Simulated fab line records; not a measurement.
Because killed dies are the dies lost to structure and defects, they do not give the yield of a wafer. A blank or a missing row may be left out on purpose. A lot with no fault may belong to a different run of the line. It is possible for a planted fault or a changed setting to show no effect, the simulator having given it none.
Which tool is to blame? :: flow sky130 :: 24 lots with 72 wafers sampled at 5 steps, on a route of 708 steps

== WHAT THE GAUGES SHOWED, per wafer ==
SKY_METAL1_RS_MEAS_05: measures by four-point-probe. Usual: METAL1_ALCU_RS gives 0.1262 ohm/sq (standard deviation 0.0016).
lot: L074
measured: day 31 09:29
on: film-metro-02
METAL1_ALCU_RS (ohm/sq): 0.1293 0.1296 0.1264
flag: 

lot: L075
measured: day 31 16:08
on: film-metro-03
METAL1_ALCU_RS (ohm/sq): 0.1256 0.1280 0.1248
flag: 

lot: L076
measured: day 31 19:33
on: film-metro-03
METAL1_ALCU_RS (ohm/sq): 0.1253 0.1266 0.1258
flag: 

lot: L077
measured: day 32 08:17
on: film-metro-03
METAL1_ALCU_RS (ohm/sq): 0.1267 0.1275 0.1280
flag: 

lot: L078
measured: day 32 14:32
on: film-metro-01
METAL1_ALCU_RS (ohm/sq): 0.1278 0.1267 0.1264
flag: 

lot: L079
measured: day 33 04:47
on: film-metro-02
METAL1_ALCU_RS (ohm/sq): 0.1263 0.1259 0.1276
flag: 

lot: L080
measured: day 33 08:25
on: film-metro-02
METAL1_ALCU_RS (ohm/sq): 0.1236 0.1251 0.1254
flag: 

lot: L081
measured: day 33 16:22
on: film-metro-02
METAL1_ALCU_RS (ohm/sq): 0.1272 0.1266 0.1259
flag: 

lot: L082
measured: day 33 23:28
on: film-metro-02
METAL1_ALCU_RS (ohm/sq): 0.1240 0.1226 0.1228
flag: 

lot: L083
measured: day 34 13:47
on: film-metro-01
METAL1_ALCU_RS (ohm/sq): 0.1264 0.1262 0.1263
flag: 

lot: L084
measured: day 34 22:25
on: film-metro-02
METAL1_ALCU_RS (ohm/sq): 0.1298 0.1298 0.1272
flag: 

lot: L085
measured: day 34 23:47
on: film-metro-03
METAL1_ALCU_RS (ohm/sq): 0.1249 0.1239 0.1240
flag: 

lot: L086
measured: day 35 08:04
on: film-metro-01
METAL1_ALCU_RS (ohm/sq): 0.1276 0.1254 0.1266
flag: 

lot: L087
measured: day 35 11:25
on: film-metro-01
METAL1_ALCU_RS (ohm/sq): 0.1246 0.1268 0.1270
flag: 

lot: L088
measured: day 35 21:44
on: film-metro-02
METAL1_ALCU_RS (ohm/sq): 0.1272 0.1270 0.1264
flag: 

lot: L089
measured: day 36 07:24
on: film-metro-01
METAL1_ALCU_RS (ohm/sq): 0.1257 0.1249 0.1261
flag: 

lot: L090
measured: day 36 13:56
on: film-metro-03
METAL1_ALCU_RS (ohm/sq): 0.1272 0.1295 0.1287
flag: 

lot: L091
measured: day 36 23:16
on: film-metro-01
METAL1_ALCU_RS (ohm/sq): 0.1282 0.1283 0.1299
flag: 

lot: L092
measured: day 37 13:00
on: film-metro-01
METAL1_ALCU_RS (ohm/sq): 0.1240 0.1258 0.1248
flag: 

lot: L094
measured: day 39 05:50
on: film-metro-03
METAL1_ALCU_RS (ohm/sq): 0.1255 0.1278 0.1270
flag: 

lot: L097
measured: day 39 06:06
on: film-metro-01
METAL1_ALCU_RS (ohm/sq): 0.1270 0.1279 0.1280
flag: 

lot: L095
measured: day 39 07:08
on: film-metro-02
METAL1_ALCU_RS (ohm/sq): 0.1265 0.1250 0.1248
flag: 

lot: L093
measured: day 39 08:58
on: film-metro-03
METAL1_ALCU_RS (ohm/sq): 0.1226 0.1231 0.1231
flag: 

lot: L096
measured: day 39 12:34
on: film-metro-02
METAL1_ALCU_RS (ohm/sq): 0.1258 0.1240 0.1272
flag: 

SKY_VIA4_RS_MEAS_19: measures by four-point-probe. Usual: VIA4_W_RS gives 0.2274 ohm/sq (standard deviation 0.0026).
lot: L074
measured: day 42 13:48
on: film-metro-03
VIA4_W_RS (ohm/sq): 0.2275 0.2250 0.2278
flag: 

lot: L075
measured: day 42 20:43
on: film-metro-03
VIA4_W_RS (ohm/sq): 0.2270 0.2290 0.2268
flag: 

lot: L076
measured: day 43 00:10
on: film-metro-01
VIA4_W_RS (ohm/sq): 0.2280 0.2280 0.2292
flag: 

lot: L077
measured: day 43 11:51
on: film-metro-03
VIA4_W_RS (ohm/sq): 0.2249 0.2250 0.2259
flag: 

lot: L078
measured: day 43 14:26
on: film-metro-01
VIA4_W_RS (ohm/sq): 0.2315 0.2283 0.2325
flag: 

lot: L079
measured: day 44 03:28
on: film-metro-03
VIA4_W_RS (ohm/sq): 0.2267 0.2255 0.2243
flag: 

lot: L080
measured: day 44 04:53
on: film-metro-04
VIA4_W_RS (ohm/sq): 0.2300 0.2302 0.2299
flag: 

lot: L081
measured: day 44 13:22
on: film-metro-04
VIA4_W_RS (ohm/sq): 0.2253 0.2281 0.2257
flag: 

lot: L082
measured: day 44 17:44
on: film-metro-04
VIA4_W_RS (ohm/sq): 0.2307 0.2324 0.2325
flag: 

lot: L083
measured: day 45 06:51
on: film-metro-04
VIA4_W_RS (ohm/sq): 0.2270 0.2326 0.2301
flag: 

lot: L084
measured: day 45 14:39
on: film-metro-03
VIA4_W_RS (ohm/sq): 0.2270 0.2296 0.2285
flag: 

lot: L085
measured: day 45 16:15
on: film-metro-01
VIA4_W_RS (ohm/sq): 0.2235 0.2265 0.2223
flag: 

lot: L086
measured: day 45 21:47
on: film-metro-01
VIA4_W_RS (ohm/sq): 0.2300 0.2291 0.2319
flag: 

lot: L087
measured: day 45 23:33
on: film-metro-01
VIA4_W_RS (ohm/sq): 0.2263 0.2244 0.2238
flag: 

lot: L088
measured: day 46 09:33
on: film-metro-03
VIA4_W_RS (ohm/sq): 0.2287 0.2257 0.2321
flag: 

lot: L089
measured: day 46 17:14
on: film-metro-03
VIA4_W_RS (ohm/sq): 0.2268 0.2304 0.2285
flag: 

lot: L090
measured: day 46 21:37
on: film-metro-03
VIA4_W_RS (ohm/sq): 0.2254 0.2292 0.2282
flag: 

lot: L091
measured: day 47 01:53
on: film-metro-01
VIA4_W_RS (ohm/sq): 0.2244 0.2232 0.2247
flag: 

lot: L092
measured: day 47 14:42
on: film-metro-01
VIA4_W_RS (ohm/sq): 0.2277 0.2280 0.2315
flag: 

lot: L094
measured: day 48 19:06
on: film-metro-04
VIA4_W_RS (ohm/sq): 0.2267 0.2260 0.2261
flag: 

lot: L097
measured: day 48 20:52
on: film-metro-04
VIA4_W_RS (ohm/sq): 0.2278 0.2233 0.2267
flag: 

lot: L095
measured: day 48 23:07
on: film-metro-04
VIA4_W_RS (ohm/sq): 0.2279 0.2310 0.2281
flag: 

lot: L093
measured: day 48 23:43
on: film-metro-01
VIA4_W_RS (ohm/sq): 0.2259 0.2242 0.2231
flag: 

lot: L096
measured: day 49 04:02
on: film-metro-03
VIA4_W_RS (ohm/sq): 0.2256 0.2239 0.2243
flag: 

== TOOL THAT RAN EACH LOT (tool first, then ch and the chambers of the sampled wafers, then the start) ==
lot: L074
SKY_METAL1_SPUTTER_00: pvd-sputter-03, day 31 09:18
SKY_VIA1_ETCH_15: rie-diel-01 ch 0,1,2, day 33 16:23
SKY_VIA2_ETCH_14: rie-diel-03 ch 0,1,2, day 36 00:38

lot: L075
SKY_METAL1_SPUTTER_00: pvd-sputter-03, day 31 15:58
SKY_VIA1_ETCH_15: rie-diel-01 ch 0,1, day 34 00:08
SKY_VIA2_ETCH_14: rie-diel-03 ch 1,2, day 36 07:23

lot: L076
SKY_METAL1_SPUTTER_00: pvd-sputter-02, day 31 19:23
SKY_VIA1_ETCH_15: rie-diel-01 ch 0,3, day 34 03:14
SKY_VIA2_ETCH_14: rie-diel-01 ch 0,1,3, day 36 11:28

lot: L077
SKY_METAL1_SPUTTER_00: pvd-sputter-02, day 32 08:09
SKY_VIA1_ETCH_15: rie-diel-02 ch 0,1,2, day 34 15:49
SKY_VIA2_ETCH_14: rie-diel-03 ch 0,3, day 36 23:59

lot: L078
SKY_METAL1_SPUTTER_00: pvd-sputter-03, day 32 14:24
SKY_VIA1_ETCH_15: rie-diel-01 ch 0,1,2, day 34 21:58
SKY_VIA2_ETCH_14: rie-diel-04 ch 0,1,2, day 37 05:52

lot: L079
SKY_METAL1_SPUTTER_00: pvd-sputter-01, day 33 04:38
SKY_VIA1_ETCH_15: rie-diel-04 ch 2,3, day 35 11:56
SKY_VIA2_ETCH_14: rie-diel-04 ch 0,2,3, day 37 18:59

lot: L080
SKY_METAL1_SPUTTER_00: pvd-sputter-02, day 33 08:17
SKY_VIA1_ETCH_15: rie-diel-02 ch 1,2, day 35 15:23
SKY_VIA2_ETCH_14: rie-diel-04 ch 1,2,3, day 37 22:08

lot: L081
SKY_METAL1_SPUTTER_00: pvd-sputter-02, day 33 16:11
SKY_VIA1_ETCH_15: rie-diel-02 ch 1,2, day 35 23:02
SKY_VIA2_ETCH_14: rie-diel-04 ch 2,3, day 38 06:23

lot: L082
SKY_METAL1_SPUTTER_00: pvd-sputter-02, day 33 23:17
SKY_VIA1_ETCH_15: rie-diel-01 ch 0,2,3, day 36 04:40
SKY_VIA2_ETCH_14: rie-diel-04 ch 1,3, day 38 11:31

lot: L083
SKY_METAL1_SPUTTER_00: pvd-sputter-02, day 34 13:38
SKY_VIA1_ETCH_15: rie-diel-01 ch 0,1,3, day 36 19:55
SKY_VIA2_ETCH_14: rie-diel-04 ch 1,3, day 39 01:23

lot: L084
SKY_METAL1_SPUTTER_00: pvd-sputter-03, day 34 22:16
SKY_VIA1_ETCH_15: rie-diel-01 ch 0,1,3, day 37 05:14
SKY_VIA2_ETCH_14: rie-diel-04 ch 1,2, day 39 10:53

lot: L085
SKY_METAL1_SPUTTER_00: pvd-sputter-01, day 34 23:39
SKY_VIA1_ETCH_15: rie-diel-02 ch 1,2, day 37 06:34
SKY_VIA2_ETCH_14: rie-diel-04 ch 1,2, day 39 12:11

lot: L086
SKY_METAL1_SPUTTER_00: pvd-sputter-01, day 35 07:54
SKY_VIA1_ETCH_15: rie-diel-04 ch 1,2, day 37 13:55
SKY_VIA2_ETCH_14: rie-diel-03 ch 0,3, day 39 18:41

lot: L087
SKY_METAL1_SPUTTER_00: pvd-sputter-02, day 35 11:16
SKY_VIA1_ETCH_15: rie-diel-01 ch 0,1, day 37 18:11
SKY_VIA2_ETCH_14: rie-diel-01 ch 1,2, day 39 23:41

lot: L088
SKY_METAL1_SPUTTER_00: pvd-sputter-01, day 35 21:36
SKY_VIA1_ETCH_15: rie-diel-02 ch 0,1,3, day 38 03:41
SKY_VIA2_ETCH_14: rie-diel-03 ch 0,1,3, day 40 08:44

lot: L089
SKY_METAL1_SPUTTER_00: pvd-sputter-02, day 36 07:16
SKY_VIA1_ETCH_15: rie-diel-01 ch 2,3, day 38 12:34
SKY_VIA2_ETCH_14: rie-diel-04 ch 0,1,3, day 40 17:58

lot: L090
SKY_METAL1_SPUTTER_00: pvd-sputter-03, day 36 13:48
SKY_VIA1_ETCH_15: rie-diel-01 ch 2,3, day 38 19:26
SKY_VIA2_ETCH_14: rie-diel-03 ch 0,2,3, day 41 00:53

lot: L091
SKY_METAL1_SPUTTER_00: pvd-sputter-03, day 36 23:06
SKY_VIA1_ETCH_15: rie-diel-04 ch 2,3, day 39 03:01
SKY_VIA2_ETCH_14: rie-diel-04 ch 1,2,3, day 41 07:22

lot: L092
SKY_METAL1_SPUTTER_00: pvd-sputter-02, day 37 12:48
SKY_VIA1_ETCH_15: rie-diel-04 ch 1,2,3, day 39 16:13
SKY_VIA2_ETCH_14: rie-diel-01 ch 1,2, day 41 20:38

lot: L094
SKY_METAL1_SPUTTER_00: pvd-sputter-02, day 39 05:40
SKY_VIA1_ETCH_15: rie-diel-01 ch 0,1,3, day 41 09:05
SKY_VIA2_ETCH_14: rie-diel-03 ch 1,2, day 43 10:07

lot: L097
SKY_METAL1_SPUTTER_00: pvd-sputter-01, day 39 05:58
SKY_VIA1_ETCH_15: rie-diel-04 ch 0,1,2, day 41 09:26
SKY_VIA2_ETCH_14: rie-diel-03 ch 0,1,2, day 43 11:07

lot: L095
SKY_METAL1_SPUTTER_00: pvd-sputter-01, day 39 06:59
SKY_VIA1_ETCH_15: rie-diel-01 ch 0,2,3, day 41 10:55
SKY_VIA2_ETCH_14: rie-diel-03 ch 0,2,3, day 43 12:02

lot: L093
SKY_METAL1_SPUTTER_00: pvd-sputter-02, day 39 08:49
SKY_VIA1_ETCH_15: rie-diel-01 ch 2,3, day 41 12:23
SKY_VIA2_ETCH_14: rie-diel-03 ch 0,3, day 43 13:59

lot: L096
SKY_METAL1_SPUTTER_00: pvd-sputter-01, day 39 12:24
SKY_VIA1_ETCH_15: rie-diel-02 ch 0,1,2, day 41 15:44
SKY_VIA2_ETCH_14: rie-diel-04 ch 1,2,3, day 43 17:52
- SKY_METAL1_SPUTTER_00: material Ti, target thk 15 nm, time 10 s.
- SKY_VIA1_ETCH_15: etches SiO2 in C4F8/O2/Ar, stops on TiN, target depth 351 nm, time 54 s.
- SKY_VIA2_ETCH_14: etches BARC in N2/H2, stops on SiO2, time 45.9 s, target depth 60 nm.

== WHAT THE TOOLS THEMSELVES READ (means of the sampled wafers that have a number; where no wafer has one, the mark that the record gives instead) ==
SKY_METAL1_SPUTTER_00. Usual: cathode-dc-power-W 3000.1 W, standard deviation 0.51; throttle-valve-pct 30.2 %, standard deviation 0.77.
lot: L074
tool: pvd-sputter-03
cathode-dc-power-W (W): 3000.4
throttle-valve-pct (%): 29.7
flag: 

lot: L075
tool: pvd-sputter-03
cathode-dc-power-W (W): 2999.7
throttle-valve-pct (%): 29.9
flag: 

lot: L076
tool: pvd-sputter-02
cathode-dc-power-W (W): 3000.1
throttle-valve-pct (%): 30.0
flag: 

lot: L077
tool: pvd-sputter-02
cathode-dc-power-W (W): 2999.9
throttle-valve-pct (%): 30.6
flag: 

lot: L078
tool: pvd-sputter-03
cathode-dc-power-W (W): 3000.0
throttle-valve-pct (%): 30.2
flag: 

lot: L079
tool: pvd-sputter-01
cathode-dc-power-W (W): 3000.0
throttle-valve-pct (%): 30.8
flag: 

lot: L080
tool: pvd-sputter-02
cathode-dc-power-W (W): 3000.0
throttle-valve-pct (%): 30.3
flag: 

lot: L081
tool: pvd-sputter-02
cathode-dc-power-W (W): 2999.9
throttle-valve-pct (%): 29.8
flag: 

lot: L082
tool: pvd-sputter-02
cathode-dc-power-W (W): 3000.1
throttle-valve-pct (%): 30.2
flag: 

lot: L083
tool: pvd-sputter-02
cathode-dc-power-W (W): 3000.8
throttle-valve-pct (%): 30.6
flag: 

lot: L084
tool: pvd-sputter-03
cathode-dc-power-W (W): 3000.0
throttle-valve-pct (%): 30.0
flag: 

lot: L085
tool: pvd-sputter-01
cathode-dc-power-W (W): 3000.2
throttle-valve-pct (%): 30.4
flag: 

lot: L086
tool: pvd-sputter-01
cathode-dc-power-W (W): 3000.6
throttle-valve-pct (%): 31.1
flag: 

lot: L087
tool: pvd-sputter-02
cathode-dc-power-W (W): 3000.2
throttle-valve-pct (%): 29.5
flag: 

lot: L088
tool: pvd-sputter-01
cathode-dc-power-W (W): 2999.7
throttle-valve-pct (%): 30.2
flag: 

lot: L089
tool: pvd-sputter-02
cathode-dc-power-W (W): 3000.1
throttle-valve-pct (%): 30.1
flag: 

lot: L090
tool: pvd-sputter-03
cathode-dc-power-W (W): 3000.0
throttle-valve-pct (%): 30.1
flag: 

lot: L091
tool: pvd-sputter-03
cathode-dc-power-W (W): 3000.3
throttle-valve-pct (%): 29.9
flag: 

lot: L092
tool: pvd-sputter-02
cathode-dc-power-W (W): 2999.7
throttle-valve-pct (%): 30.3
flag: 

lot: L094
tool: pvd-sputter-02
cathode-dc-power-W (W): 2999.9
throttle-valve-pct (%): 31.0
flag: 

lot: L097
tool: pvd-sputter-01
cathode-dc-power-W (W): 3000.4
throttle-valve-pct (%): 30.4
flag: 

lot: L095
tool: pvd-sputter-01
cathode-dc-power-W (W): 3000.1
throttle-valve-pct (%): 29.8
flag: 

lot: L093
tool: pvd-sputter-02
cathode-dc-power-W (W): 2999.9
throttle-valve-pct (%): 30.1
flag: 

lot: L096
tool: pvd-sputter-01
cathode-dc-power-W (W): 2999.8
throttle-valve-pct (%): 30.3
flag: 

SKY_VIA1_ETCH_15. Usual: oes-product-au reads 0.981 a.u. (standard deviation 0.0066).
lot: L074
tool: rie-diel-01
oes-product-au (a.u.): 0.985
flag: 

lot: L075
tool: rie-diel-01
oes-product-au (a.u.): 0.985
flag: 

lot: L076
tool: rie-diel-01
oes-product-au (a.u.): 0.972
flag: 

lot: L077
tool: rie-diel-02
oes-product-au (a.u.): 0.980
flag: 

lot: L078
tool: rie-diel-01
oes-product-au (a.u.): 0.984
flag: 

lot: L079
tool: rie-diel-04
oes-product-au (a.u.): 0.977
flag: 

lot: L080
tool: rie-diel-02
oes-product-au (a.u.): 0.988
flag: 

lot: L081
tool: rie-diel-02
oes-product-au (a.u.): 0.982
flag: 

lot: L082
tool: rie-diel-01
oes-product-au (a.u.): 0.981
flag: 

lot: L083
tool: rie-diel-01
oes-product-au (a.u.): 0.984
flag: 

lot: L084
tool: rie-diel-01
oes-product-au (a.u.): 0.983
flag: 

lot: L085
tool: rie-diel-02
oes-product-au (a.u.): 0.983
flag: 

lot: L086
tool: rie-diel-04
oes-product-au (a.u.): 0.979
flag: 

lot: L087
tool: rie-diel-01
oes-product-au (a.u.): 0.983
flag: 

lot: L088
tool: rie-diel-02
oes-product-au (a.u.): 0.973
flag: 

lot: L089
tool: rie-diel-01
oes-product-au (a.u.): 0.976
flag: 

lot: L090
tool: rie-diel-01
oes-product-au (a.u.): 0.977
flag: 

lot: L091
tool: rie-diel-04
oes-product-au (a.u.): 0.984
flag: 

lot: L092
tool: rie-diel-04
oes-product-au (a.u.): 0.977
flag: 

lot: L094
tool: rie-diel-01
oes-product-au (a.u.): 0.979
flag: 

lot: L097
tool: rie-diel-04
oes-product-au (a.u.): 0.985
flag: 

lot: L095
tool: rie-diel-01
oes-product-au (a.u.): 0.982
flag: 

lot: L093
tool: rie-diel-01
oes-product-au (a.u.): 0.981
flag: 

lot: L096
tool: rie-diel-02
oes-product-au (a.u.): 0.985
flag: 

SKY_VIA2_ETCH_14. Usual: drypump-motor-current-A 5.81 A, standard deviation 0.24; oes-product-au 0.855 a.u., standard deviation 0.0044; throttle-valve-pct 13.226 %, standard deviation 0.0084.
lot: L074
tool: rie-diel-03
drypump-motor-current-A (A): 5.93
oes-product-au (a.u.): 0.856
throttle-valve-pct (%): 13.228
flag: 

lot: L075
tool: rie-diel-03
drypump-motor-current-A (A): 6.16
oes-product-au (a.u.): 0.860
throttle-valve-pct (%): 13.218
flag: 

lot: L076
tool: rie-diel-01
drypump-motor-current-A (A): 5.91
oes-product-au (a.u.): 0.858
throttle-valve-pct (%): 13.226
flag: 

lot: L077
tool: rie-diel-03
drypump-motor-current-A (A): 5.74
oes-product-au (a.u.): 0.855
throttle-valve-pct (%): 13.229
flag: 

lot: L078
tool: rie-diel-04
drypump-motor-current-A (A): 5.81
oes-product-au (a.u.): 0.857
throttle-valve-pct (%): 13.228
flag: 

lot: L079
tool: rie-diel-04
drypump-motor-current-A (A): 5.77
oes-product-au (a.u.): 0.851
throttle-valve-pct (%): 13.223
flag: 

lot: L080
tool: rie-diel-04
drypump-motor-current-A (A): 5.75
oes-product-au (a.u.): 0.854
throttle-valve-pct (%): 13.227
flag: 

lot: L081
tool: rie-diel-04
drypump-motor-current-A (A): 5.70
oes-product-au (a.u.): 0.854
throttle-valve-pct (%): 13.218
flag: 

lot: L082
tool: rie-diel-04
drypump-motor-current-A (A): 5.65
oes-product-au (a.u.): 0.858
throttle-valve-pct (%): 13.232
flag: 

lot: L083
tool: rie-diel-04
drypump-motor-current-A (A): 5.64
oes-product-au (a.u.): 0.847
throttle-valve-pct (%): 13.220
flag: 

lot: L084
tool: rie-diel-04
drypump-motor-current-A (A): 5.91
oes-product-au (a.u.): 0.857
throttle-valve-pct (%): 13.220
flag: 

lot: L085
tool: rie-diel-04
drypump-motor-current-A (A): 5.82
oes-product-au (a.u.): 0.858
throttle-valve-pct (%): 13.224
flag: 

lot: L086
tool: rie-diel-03
drypump-motor-current-A (A): 5.76
oes-product-au (a.u.): 0.853
throttle-valve-pct (%): 13.229
flag: 

lot: L087
tool: rie-diel-01
drypump-motor-current-A (A): 5.67
oes-product-au (a.u.): 0.856
throttle-valve-pct (%): 13.226
flag: 

lot: L088
tool: rie-diel-03
drypump-motor-current-A (A): 5.94
oes-product-au (a.u.): 0.856
throttle-valve-pct (%): 13.236
flag: 

lot: L089
tool: rie-diel-04
drypump-motor-current-A (A): 5.66
oes-product-au (a.u.): 0.854
throttle-valve-pct (%): 13.227
flag: 

lot: L090
tool: rie-diel-03
drypump-motor-current-A (A): 5.72
oes-product-au (a.u.): 0.856
throttle-valve-pct (%): 13.225
flag: 

lot: L091
tool: rie-diel-04
drypump-motor-current-A (A): 5.75
oes-product-au (a.u.): 0.854
throttle-valve-pct (%): 13.223
flag: 

lot: L092
tool: rie-diel-01
drypump-motor-current-A (A): 5.68
oes-product-au (a.u.): 0.852
throttle-valve-pct (%): 13.229
flag: 

lot: L094
tool: rie-diel-03
drypump-motor-current-A (A): 5.95
oes-product-au (a.u.): 0.855
throttle-valve-pct (%): 13.229
flag: 

lot: L097
tool: rie-diel-03
drypump-motor-current-A (A): 5.96
oes-product-au (a.u.): 0.856
throttle-valve-pct (%): 13.227
flag: 

lot: L095
tool: rie-diel-03
drypump-motor-current-A (A): 5.74
oes-product-au (a.u.): 0.852
throttle-valve-pct (%): 13.227
flag: 

lot: L093
tool: rie-diel-03
drypump-motor-current-A (A): 5.73
oes-product-au (a.u.): 0.854
throttle-valve-pct (%): 13.225
flag: 

lot: L096
tool: rie-diel-04
drypump-motor-current-A (A): 5.75
oes-product-au (a.u.): 0.856
throttle-valve-pct (%): 13.230
flag: 

== THE ANSWER, worked out from the rows above alone ==
Rule: a lot is off if the mean of its wafers that have a number lies more than 3 standard deviations from the usual mean. A lot without any number at a reading at which 4 lots or more have one is off too. Where the step has rows for the other lots, those lots are counted as sound. The gauges are gone through in route order, then the tools' own readings, and for those a lot's mean is taken as printed above. At the first step where some lot is off, the reading lying furthest off is the one used; lots without a number count as furthest.
None of the lots is off at any reading shown; this tells nothing.

== WHAT THE SIMULATOR HAD INSERTED ==
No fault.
